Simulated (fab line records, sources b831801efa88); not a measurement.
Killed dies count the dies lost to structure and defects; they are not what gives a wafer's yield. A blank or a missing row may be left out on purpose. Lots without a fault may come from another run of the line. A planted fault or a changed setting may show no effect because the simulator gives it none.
Matching of chambers / flow sky130 / SKY_VIA3_HDPCVD_00 on hdpcvd-02 has 3 sister chambers
The step deposits SiO2, target thk 1635 nm, time 272.5 s. 15 wafers are shown with their chamber, then 7 later ones without.

WAFERS PAIRED WITH THEIR CHAMBERS
wafer=L708.1; chamber=1; runLengthS (s)=299.8; susceptorTempC (C)=399.90
wafer=L708.3; chamber=0; runLengthS (s)=301.0; susceptorTempC (C)=400.01
wafer=L708.6; chamber=0; runLengthS (s)=300.7; susceptorTempC (C)=399.90
wafer=L709.1; chamber=0; runLengthS (s)=300.9; susceptorTempC (C)=399.80
wafer=L709.4; chamber=2; runLengthS (s)=301.1; susceptorTempC (C)=399.84
wafer=L709.5; chamber=0; runLengthS (s)=300.7; susceptorTempC (C)=399.53
wafer=L711.1; chamber=0; runLengthS (s)=300.9; susceptorTempC (C)=400.21
wafer=L711.4; chamber=2; runLengthS (s)=300.7; susceptorTempC (C)=400.06
wafer=L711.6; chamber=0; runLengthS (s)=300.9; susceptorTempC (C)=400.24
wafer=L712.5; chamber=2; runLengthS (s)=300.9; susceptorTempC (C)=399.83
wafer=L712.6; chamber=1; runLengthS (s)=299.8; susceptorTempC (C)=399.77
wafer=L714.2; chamber=1; runLengthS (s)=300.8; susceptorTempC (C)=400.36
wafer=L714.3; chamber=2; runLengthS (s)=300.7; susceptorTempC (C)=399.91
wafer=L721.3; chamber=1; runLengthS (s)=300.3; susceptorTempC (C)=400.38
wafer=L721.5; chamber=1; runLengthS (s)=300.1; susceptorTempC (C)=400.06

SIGNATURES (means of the wafers above)
reading=runLengthS; chamber 0=300.850; chamber 1=300.160; chamber 2=300.850; scatter within a chamber=0.27
reading=susceptorTempC; chamber 0=399.9483; chamber 1=400.0940; chamber 2=399.9100; scatter within a chamber=0.239
Rule: a wafer lies at a distance from a chamber equal to the root of the sum of squares, over the readings, of (its reading less the chamber's mean, divided by the reading's scatter). If the next closest chamber is less than 2 further off than the closest, the wafer can't be placed; otherwise it belongs to the closest. The scatter: take each reading less its chamber's mean, square it, sum over the shown wafers, divide by the number of wafers less the number of chambers, and take the root.

WAFERS WITH NO CHAMBER GIVEN
wafer=L721.6; runLengthS (s)=301.1; susceptorTempC (C)=400.07
wafer=L728.1; runLengthS (s)=299.9; susceptorTempC (C)=400.06
wafer=L728.3; runLengthS (s)=300.8; susceptorTempC (C)=400.16
wafer=L728.6; runLengthS (s)=300.8; susceptorTempC (C)=400.36
wafer=L731.2; runLengthS (s)=300.2; susceptorTempC (C)=399.78
wafer=L731.3; runLengthS (s)=301.2; susceptorTempC (C)=400.09
wafer=L731.5; runLengthS (s)=300.2; susceptorTempC (C)=399.91

THE CHAMBER EACH PASSED THROUGH
wafer=L721.6; from the rows above=can't be placed: 0 or 2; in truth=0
wafer=L728.1; from the rows above=1; in truth=1
wafer=L728.3; from the rows above=can't be placed: 0 or 2 or 1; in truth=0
wafer=L728.6; from the rows above=can't be placed: 0 or 2 or 1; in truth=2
wafer=L731.2; from the rows above=can't be placed: 1 or 2 or 0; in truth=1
wafer=L731.3; from the rows above=can't be placed: 0 or 2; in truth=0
wafer=L731.5; from the rows above=can't be placed: 1 or 2 or 0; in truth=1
Correctly placed: 1 of 7. Can't be placed from these rows: 6 (the true chamber is among the candidates in 6). 0 placed wrongly.
